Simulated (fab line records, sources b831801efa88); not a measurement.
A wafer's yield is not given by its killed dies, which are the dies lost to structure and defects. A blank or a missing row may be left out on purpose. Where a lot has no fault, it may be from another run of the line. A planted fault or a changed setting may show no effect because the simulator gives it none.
What tool caused it?    flow sfq_line    14 lots, 42 wafers sampled, at 4 steps of a route of 325

WHAT THE GAUGES READ, wafer by wafer
SFQ_I3_BOW_MEAS_922.
lot   measured      on             I3_BOW (um)
L692  day 38 17:41  film_metro-02  6 21 12
L693  day 39 02:42  film_metro-02  -6 -16 -3
L694  day 39 11:38  film_metro-04  -1 22 2
L695  day 39 20:40  film_metro-04  -3 9 6
L696  day 40 02:12  film_metro-02  4 4 7
L697  day 40 05:38  film_metro-02  7 5 -4
L698  day 40 08:13  film_metro-04  3 14 9
L699  day 40 17:42  film_metro-02  0 1 -7
L700  day 41 18:56  film_metro-02  0 10 18
L701  day 43 00:47  film_metro-04  -4 -12 -17
L702  day 43 03:46  film_metro-02  6 0 4
L703  day 43 15:55  film_metro-01  4 -1 -1
L712  day 47 00:05  film_metro-02  -6 10 15
L714  day 53 02:18  film_metro-04  -3 -1 -4

WHICH TOOL RAN EACH LOT (tool, then ch and the chambers of the sampled wafers, then the start)
lot   SFQ_TRILAYER_L0_VIA_BARC_OPEN_VIA_ETCH_021  SFQ_TRILAYER_I2_VIA_BARC_OPEN_VIA_ETCH_096  SFQ_TRILAYER_M3_STRIP_STRIP_079
L692  rie_diel-01 ch 0,2,3, day 7 09:37           rie_diel-03 ch 0,2,3, day 31 13:43          rie_metal-04 ch 0,1, day 38 01:35
L693  rie_diel-04 ch 0,1,3, day 7 13:32           rie_diel-03 ch 0,3, day 31 18:31            rie_metal-02 ch 0,1, day 38 08:35
L694  rie_diel-01 ch 0,1,2, day 7 17:08           rie_diel-03 ch 0,2,3, day 32 00:31          rie_metal-04 ch 0,1, day 38 14:35
L695  rie_diel-02 ch 0,3, day 7 20:44             rie_diel-03 ch 2,3, day 32 06:31            rie_metal-03 ch 0,1, day 38 21:47
L696  rie_diel-04 ch 1,2,3, day 7 21:56           rie_diel-04 ch 0,1,2, day 32 12:31          rie_metal-03 ch 0,1, day 39 01:23
L697  rie_diel-01 ch 0,1,3, day 8 00:20           rie_diel-03 ch 2,3, day 32 13:43            rie_metal-03 ch 0,1, day 39 03:47
L698  rie_diel-02 ch 0,1,2, day 8 02:44           rie_diel-01 ch 1,2, day 32 16:07            rie_metal-04 ch 0,1, day 39 06:11
L699  rie_diel-04 ch 0,1, day 8 05:08             rie_diel-03 ch 0,2,3, day 32 23:01          rie_metal-02 ch 0,1, day 39 12:23
L700  rie_diel-04 ch 0,3, day 9 20:38             rie_diel-01 ch 1,2,3, day 34 08:35          rie_metal-03 ch 0,1, day 40 19:34
L701  rie_diel-02 ch 0,2,3, day 10 06:14          rie_diel-01 ch 0,3, day 36 00:11            rie_metal-03 ch 0,1, day 42 06:10
L702  rie_diel-04 ch 0,2,3, day 10 19:26          rie_diel-03 ch 0,1,3, day 36 05:59          rie_metal-04 ch 0,1, day 42 09:46
L703  rie_diel-04 ch 0,1,3, day 11 03:50          rie_diel-01 ch 0,1,2, day 37 06:14          rie_metal-03 ch 0, day 43 05:23
L712  rie_diel-01 ch 2,3, day 13 17:07            rie_diel-01 ch 1,2,3, day 46 16:31          rie_metal-03 ch 0,1, day 46 20:14
L714  rie_diel-04 ch 0,1,2, day 14 09:50          rie_diel-01 ch 0,1,2, day 47 03:27          rie_metal-03 ch 0,1, day 52 15:51
- SFQ_TRILAYER_L0_VIA_BARC_OPEN_VIA_ETCH_021: etches BARC in O2, target depth 125 nm, time 41.7 s.
- SFQ_TRILAYER_I2_VIA_BARC_OPEN_VIA_ETCH_096: etches BARC in O2, target depth 125 nm, time 41.7 s.
- SFQ_TRILAYER_M3_STRIP_STRIP_079: strips in O2.

AS READ BY THE TOOLS THEMSELVES (means over the sampled wafers that have a number; for cases with no such wafer, the mark the record gives instead)
SFQ_TRILAYER_L0_VIA_BARC_OPEN_VIA_ETCH_021.
lot   tool         chamber_pressure_mTorr (mTorr)  drypump_motor_current_A (A)  oes_product_au (a.u.)  rf_fwd_power_W (W)
L692  rie_diel-01  30.002                          5.9                          0.684                  495.2
L693  rie_diel-04  29.981                          5.5                          0.682                  493.9
L694  rie_diel-01  29.993                          5.8                          0.690                  494.6
L695  rie_diel-02  29.985                          5.3                          0.682                  494.7
L696  rie_diel-04  29.994                          5.6                          0.684                  494.3
L697  rie_diel-01  30.029                          5.7                          0.685                  495.1
L698  rie_diel-02  30.010                          5.7                          0.686                  494.5
L699  rie_diel-04  30.017                          5.7                          0.688                  493.9
L700  rie_diel-04  29.996                          5.5                          0.682                  492.1
L701  rie_diel-02  30.009                          5.6                          0.684                  496.0
L702  rie_diel-04  30.003                          5.2                          0.683                  492.9
L703  rie_diel-04  29.993                          5.6                          0.688                  492.9
L712  rie_diel-01  29.983                          6.0                          0.678                  494.0
L714  rie_diel-04  30.004                          5.3                          0.686                  492.8

SFQ_TRILAYER_I2_VIA_BARC_OPEN_VIA_ETCH_096.
lot   tool         chamber_pressure_mTorr (mTorr)  drypump_motor_current_A (A)  oes_product_au (a.u.)  rf_fwd_power_W (W)
L692  rie_diel-03  29.989                          5.6                          0.685                  493.3
L693  rie_diel-03  30.018                          5.5                          0.683                  493.0
L694  rie_diel-03  29.984                          5.6                          0.688                  491.9
L695  rie_diel-03  30.015                          5.8                          0.685                  493.5
L696  rie_diel-04  29.998                          5.3                          0.685                  493.0
L697  rie_diel-03  29.981                          5.9                          0.682                  493.9
L698  rie_diel-01  29.994                          6.1                          0.688                  494.3
L699  rie_diel-03  29.980                          5.6                          0.681                  493.8
L700  rie_diel-01  30.026                          5.9                          0.685                  493.8
L701  rie_diel-01  30.007                          5.6                          0.684                  493.7
L702  rie_diel-03  29.987                          5.7                          0.686                  493.3
L703  rie_diel-01  29.991                          5.8                          0.683                  494.5
L712  rie_diel-01  28.031                          6.0                          0.688                  496.1
L714  rie_diel-01  27.997                          5.8                          0.687                  495.4

SFQ_TRILAYER_M3_STRIP_STRIP_079.
lot   tool          drypump_motor_current_A (A)  oes_product_au (a.u.)
L692  rie_metal-04  5.6                          0.998
L693  rie_metal-02  5.7                          0.997
L694  rie_metal-04  5.4                          1.003
L695  rie_metal-03  6.1                          0.999
L696  rie_metal-03  6.1                          1.010
L697  rie_metal-03  6.1                          1.006
L698  rie_metal-04  5.6                          1.004
L699  rie_metal-02  5.7                          0.992
L700  rie_metal-03  6.0                          0.999
L701  rie_metal-03  6.0                          1.004
L702  rie_metal-04  5.3                          1.005
L703  rie_metal-03  6.1                          1.006
L712  rie_metal-03  6.1                          1.006
L714  rie_metal-03  6.1                          1.001

THE ANSWER, worked out from the rows above alone
Rule: the usual values come from the lots themselves. Put in order of their means at a reading, lots are off if they are a third of the lots or fewer, leave a main group of 4 or more, and stand apart from it by a gap of 3 or more times the standard deviation of the main group's means; of several such gaps the widest counts. The tables above print the reading to a certain number of digits; a main group whose means all agree to those digits is not used. A lot without any number at a reading at which 4 lots or more have one is off too. All remaining lots with rows at the step are treated as sound. After the gauges, taken in route order, come the tools' own readings; for these a lot's mean is taken, as printed above. The first step at which some lot is off is used, and at that step the reading that is off furthest; a lot without a number counts as furthest.
Off, at SFQ_TRILAYER_I2_VIA_BARC_OPEN_VIA_ETCH_096 on chamber_pressure_mTorr: L712, L714. Main group: mean 29.998 mTorr, sd 0.015.
If a tool, at that step or one of the process steps before it, ran each lot that is off and ran no sound lot following the first of them, it fits. One fits: rie_diel-01 at SFQ_TRILAYER_I2_VIA_BARC_OPEN_VIA_ETCH_096. Its last sound lot is L703 (day 37 06:14), its first lot that is off L712 (day 46 16:31): a fault that began between those two fits.
On the lots that are off, the tool's own readings at SFQ_TRILAYER_I2_VIA_BARC_OPEN_VIA_ETCH_096 differ by more than 5 times the standard deviation of the sound lots' means, which bears it out; chamber_pressure_mTorr reads 28.014 mTorr there versus 29.998 mTorr on the sound lots.

WHAT HAD BEEN PUT IN BY THE SIMULATOR
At SFQ_TRILAYER_I2_VIA_BARC_OPEN_VIA_ETCH_096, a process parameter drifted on rie_diel-01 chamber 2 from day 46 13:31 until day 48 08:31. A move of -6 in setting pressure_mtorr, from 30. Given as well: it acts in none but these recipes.
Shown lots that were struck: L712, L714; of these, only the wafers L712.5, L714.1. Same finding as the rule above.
